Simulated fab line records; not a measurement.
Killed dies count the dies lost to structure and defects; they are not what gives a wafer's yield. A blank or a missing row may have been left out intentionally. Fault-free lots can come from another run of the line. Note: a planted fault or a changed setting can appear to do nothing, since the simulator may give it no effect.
One fault seen from 2 desks || flow sky130 || numbers are kept per desk, each desk with only its own; the story behind them comes last

== METROLOGY DESK ==
Means of the sampled wafers that have a number, per lot and without regard to the tool the lot ran on: this is what the gauges read. Any lot whose mean is over 4 standard deviations away from the usual mean is out of limits and marked OUT; that distance is given in the brackets.
Columns: A = cd nm at SKY_POLY_GATE_CD_MEAS_22, usual 149 nm; B = LDD_P_TW at SKY_LDD_P_TW_MEAS_11, usual 632; C = cd nm at SKY_SD_P_CD_MEAS_07, usual 380.0 nm; D = SD_P_TW at SKY_SD_P_TW_MEAS_11, usual 2814; E = SD_P_RS at SKY_SD_N_RS_MEAS_17, usual 147.1 ohm/sq
{"lot": "L631", "first seen here": "day 17 10:16", "A": 148, "B": 633, "C": 381.7, "D": 2768, "E": 147.4}
{"lot": "L632", "first seen here": "day 17 12:41", "A": 151, "B": 628, "C": 383.1, "D": 2806, "E": 146.9}
{"lot": "L633", "first seen here": "day 18 11:35", "A": 149, "B": 638, "C": 378.8, "D": 2836, "E": 146.9}
{"lot": "L634", "first seen here": "day 18 12:44", "A": 150, "B": 626, "C": 383.9, "D": 2836, "E": 147.0}
{"lot": "L639", "first seen here": "day 19 22:59", "A": 154, "B": 637, "C": 376.0, "D": 2839, "E": 146.3}
{"lot": "L640", "first seen here": "day 20 08:20", "A": 149, "B": 626, "C": 379.8, "D": 2786, "E": 146.6}
{"lot": "L643", "first seen here": "day 21 10:45", "A": 150, "B": 630, "C": 386.7, "D": 2815, "E": 147.4}
{"lot": "L644", "first seen here": "day 21 18:58", "A": 149, "B": 636, "C": 380.5, "D": "2927 (+4.3) OUT", "E": "132.7 (-38) OUT"}
{"lot": "L645", "first seen here": "day 22 19:38", "A": 149, "B": 621, "C": 378.0, "D": "2974 (+6.1) OUT", "E": "132.7 (-38) OUT"}
{"lot": "L649", "first seen here": "day 23 20:36", "A": 149, "B": 634, "C": 378.5, "D": 2833, "E": 147.1}
{"lot": "L651", "first seen here": "day 24 06:34", "A": 151, "B": 638, "C": 378.2, "D": 2833, "E": 147.1}
Per this desk, out of limits: L644, L645; the first was L644, day 30 08:37 (SD_P_TW at SKY_SD_P_TW_MEAS_11). L631, L632, L633, L634, L639, L640, L643, L649, L651 stayed within limits.

== THE TOOL OWNER'S DESK: implanter-04 ==
SKY_SD_P_IMPLANT_09, tool's own readings: per-lot mean of the sampled wafers with a number, covering each lot this tool ran. Any lot whose mean is over 4 standard deviations away from the usual mean is out of limits and marked OUT; that distance is given in the brackets.
Columns: A = beam energy keV at SKY_SD_P_IMPLANT_09, usual 20.001; B = beam on s at SKY_SD_P_IMPLANT_09, usual 14.2 s
{"lot": "L631", "first seen here": "day 26 08:32", "A": 19.997, "B": 16.4}
{"lot": "L639", "first seen here": "day 28 16:53", "A": 19.993, "B": 16.7}
{"lot": "L640", "first seen here": "day 29 03:51", "A": 20.001, "B": 16.8}
{"lot": "L644", "first seen here": "day 30 08:23", "A": "24.878 (+99 or more) OUT", "B": 16.3}
{"lot": "L645", "first seen here": "day 31 11:05", "A": "24.886 (+99 or more) OUT", "B": 16.7}
Finding of this desk: L644, L645 out of limits; the first was L644 at day 30 08:23, on beam energy keV at SKY_SD_P_IMPLANT_09. L631, L639, L640 stayed within limits.

== BROUGHT TOGETHER ==
On L644, L645, at day 30 08:23, an alarm was possible from the tool owner's desk.
The metrology desk could have raised an alarm at day 30 08:37, on L644, L645.
All the named lots went through SKY_SD_P_IMPLANT_09 on implanter-04.

== WHAT THE SIMULATOR HAD PUT IN ==
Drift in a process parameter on implanter-04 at SKY_SD_P_IMPLANT_09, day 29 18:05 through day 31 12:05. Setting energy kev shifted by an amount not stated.
Shown lots that were struck: L644, L645.
Delay (hours) between the fault's onset and each desk's first out-of-limits reading: 14 at the tool owner's desk, 15 at the metrology desk.
